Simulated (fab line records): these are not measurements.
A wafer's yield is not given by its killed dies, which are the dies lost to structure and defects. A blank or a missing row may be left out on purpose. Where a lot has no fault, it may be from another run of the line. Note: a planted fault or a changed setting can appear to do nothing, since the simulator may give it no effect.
The tool behind it: which one? / flow gf180mcu / 18 wafers from 6 lots sampled at 2 of the route's 602 steps

WHAT EACH GAUGE READ, for each wafer
GF_VT_IMPLANT_OVL_MEAS_40.
lot=L654; measured=day 7 18:52; on=overlay-02; VT_IMPLANT_03_OVL (nm)=-0.3 0.1 0.1
lot=L656; measured=day 8 08:25; on=overlay-02; VT_IMPLANT_03_OVL (nm)=-1.8 -1.2 -1.7
lot=L660; measured=day 9 09:52; on=overlay-01; VT_IMPLANT_03_OVL (nm)=-1.1 -1.7 -1.8
lot=L664; measured=day 10 15:40; on=overlay-02; VT_IMPLANT_03_OVL (nm)=-119.4 -119.4 -119.9
lot=L666; measured=day 11 01:43; on=overlay-01; VT_IMPLANT_03_OVL (nm)=-0.8 -2.3 -0.7
lot=L670; measured=day 12 06:10; on=overlay-01; VT_IMPLANT_03_OVL (nm)=1.0 0.1 -0.4

TOOL THAT RAN EACH LOT (tool first, then ch and the chambers of the sampled wafers, then the start)
lot=L654; GF_VT_IMPLANT_EXPOSE_37=ilineStepper-02 ch 0, day 7 10:53
lot=L656; GF_VT_IMPLANT_EXPOSE_37=ilineStepper-02 ch 0, day 8 01:03
lot=L660; GF_VT_IMPLANT_EXPOSE_37=ilineStepper-01 ch 0, day 9 01:43
lot=L664; GF_VT_IMPLANT_EXPOSE_37=ilineStepper-02 ch 0, day 10 06:58
lot=L666; GF_VT_IMPLANT_EXPOSE_37=ilineStepper-01 ch 0, day 10 16:52
lot=L670; GF_VT_IMPLANT_EXPOSE_37=ilineStepper-01 ch 0, day 11 20:28
- GF_VT_IMPLANT_EXPOSE_37: exposes mask Nwell HV AREA, target cd 860 nm.

THE ANSWER, worked out from the rows above alone
Rule: the lots themselves supply what counts as usual. The widest of any qualifying gaps counts: lots, ordered by their means at a reading, are off when they make up no more than a third of the lots, leave a main group of 4 or more, and stand apart from it by 3 or more times the standard deviation of that group's means. If all means in a main group match to the digits the tables above print for the reading, that group is not used. Also off: a lot with no number at a reading for which 4 or more lots have one. The other lots that the step has rows for count as sound.
Off: L664, at GF_VT_IMPLANT_OVL_MEAS_40 (VT_IMPLANT_03_OVL). For the main group the mean is -0.8 nm and the standard deviation 0.77.
If a tool, at a process step before that reading, ran all the lots that are off and no sound lot after the first of them, it fits. Those tools and the gauges at GF_VT_IMPLANT_OVL_MEAS_40 are tried in the same way. Undecided on this evidence; 2 tools fit (ilineStepper-02 at GF_VT_IMPLANT_EXPOSE_37, overlay-02 at GF_VT_IMPLANT_OVL_MEAS_40).

WHAT THE SIMULATOR HAD INSERTED
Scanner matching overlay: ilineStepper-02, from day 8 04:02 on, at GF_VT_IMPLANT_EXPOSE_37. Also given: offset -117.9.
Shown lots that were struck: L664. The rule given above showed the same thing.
